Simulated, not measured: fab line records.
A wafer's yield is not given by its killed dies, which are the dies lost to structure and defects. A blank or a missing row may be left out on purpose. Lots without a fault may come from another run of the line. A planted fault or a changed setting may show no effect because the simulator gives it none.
Which of the tools did it? -- flow sky130 -- 11 lots with 33 wafers sampled at 2 steps, on a route of 708 steps

## WHAT EACH GAUGE READ, for each wafer
SKY_POLY_GATE_THK_MEAS_01.
lot,measured,on,POLY_GATE_CVD_00_THK (nm)
L341,day 13 22:32,filmMetro-03,179.0 179.2 178.4
L342,day 14 07:25,filmMetro-03,181.6 181.2 180.5
L343,day 14 14:31,filmMetro-03,181.4 182.1 181.5
L346,day 15 19:43,filmMetro-04,180.6 182.7 181.7
L347,day 15 19:42,filmMetro-02,179.9 180.8 182.2
L348,day 16 09:22,filmMetro-03,180.1 179.0 177.9
L349,day 16 19:13,filmMetro-04,178.2 177.6 179.1
L351,day 17 09:38,filmMetro-04,180.9 181.8 179.7
L360,day 21 07:01,filmMetro-03,121.1 120.1 122.0 121.2 120.2 122.0
L362,day 21 16:49,filmMetro-04,122.4 122.2 122.0 122.6 122.3 122.0
L364,day 22 01:17,filmMetro-02,181.3 180.4 182.8

## WHICH TOOL RAN EACH LOT (tool, then ch and the chambers of the sampled wafers, then the start)
lot,SKY_POLY_GATE_CVD_00
L341,"lpcvd-01 ch 0, day 13 21:20"
L342,"lpcvd-01 ch 1, day 14 06:13"
L343,"lpcvd-01 ch 1, day 14 13:19"
L346,"lpcvd-01 ch 0, day 15 18:30"
L347,"lpcvd-01 ch 0, day 15 18:30"
L348,"lpcvd-01 ch 0, day 16 08:10"
L349,"lpcvd-01 ch 1, day 16 18:01"
L351,"lpcvd-01 ch 0, day 17 08:26"
L360,"lpcvd-01 ch 1, day 21 05:49"
L362,"lpcvd-01 ch 1, day 21 15:37"
L364,"lpcvd-01 ch 0, day 22 00:04"
- SKY_POLY_GATE_CVD_00: deposits poly-Si, target thk 180 nm, time 720 s.

## THE ANSWER, worked out from the rows above alone
Rule: what is usual is taken from the lots themselves. The widest of any qualifying gaps counts: lots, ordered by their means at a reading, are off when they make up no more than a third of the lots, leave a main group of 4 or more, and stand apart from it by 3 or more times the standard deviation of that group's means. A main group whose means are all the same, to the digits that the tables above print for the reading, isn't used. A lot without any number at a reading at which 4 lots or more have one is off too. Where the step has rows for the other lots, those lots are counted as sound.
Off: at SKY_POLY_GATE_THK_MEAS_01 (POLY_GATE_CVD_00_THK), L360, L362. Mean 180.4 nm and standard deviation 1.3 in the main group.
If a tool, at a process step before that reading, ran all the lots that are off and no sound lot after the first of them, it fits. Those tools and the gauges at SKY_POLY_GATE_THK_MEAS_01 are tried in the same way. Not one of the candidates tried fits.

## WHAT THE SIMULATOR PUT IN
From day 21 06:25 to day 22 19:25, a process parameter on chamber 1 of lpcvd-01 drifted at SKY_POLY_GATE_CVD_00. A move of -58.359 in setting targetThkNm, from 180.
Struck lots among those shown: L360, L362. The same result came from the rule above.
